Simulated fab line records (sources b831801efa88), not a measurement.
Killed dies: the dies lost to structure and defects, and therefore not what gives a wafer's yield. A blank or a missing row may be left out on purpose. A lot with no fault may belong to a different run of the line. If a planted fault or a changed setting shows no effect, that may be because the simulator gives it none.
Chamber matching | flow gf180mcu | pecvd-01 running GF_V4_CVD_02: 3 sister chambers
The step deposits SiO2 from TEOS, target thk 850 nm, time 94.851 s. 6 wafers are shown with their chamber, then 9 later ones without.

EACH WAFER AND ITS CHAMBER
wafer  | chamber | heater-power-w (W)
L089.1 | 2       | 651
L089.2 | 0       | 661
L089.4 | 1       | 770
L092.4 | 1       | 773
L092.5 | 0       | 634
L092.6 | 2       | 686

WAFERS WITHOUT THEIR CHAMBER
wafer  | heater-power-w (W)
L094.2 | 703
L094.4 | 793
L094.6 | 566
L097.3 | 635
L097.4 | 783
L097.6 | 788
L091.1 | 786
L091.2 | 775
L091.6 | 647

EACH ONE'S CHAMBER
wafer  | from the rows above          | in truth
L094.2 | can't be placed: 2 or 0 or 1 | 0
L094.4 | 1                            | 1
L094.6 | can't be placed: 0 or 2      | 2
L097.3 | can't be placed: 0 or 2      | 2
L097.4 | 1                            | 1
L097.6 | 1                            | 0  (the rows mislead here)
L091.1 | 1                            | 1
L091.2 | 1                            | 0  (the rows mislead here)
L091.6 | can't be placed: 0 or 2      | 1
3 of 9 placed correctly. Can't be placed from these rows: 4 (the true chamber is among the candidates in 3). Placed wrongly: 2.
How it was worked out, from the rows above alone: a wafer's distance from a chamber is the root of the sum, over the readings, of the square of ((its reading less the chamber's mean) divided by the reading's scatter). If the next closest chamber is less than 2 further off than the closest, the wafer can't be placed; otherwise it belongs to the closest. The mean given for a chamber averages the wafers shown for that chamber. The scatter: the root of (the sum of the squares of (reading less its chamber's mean) over the shown wafers, divided by (wafers less chambers)).
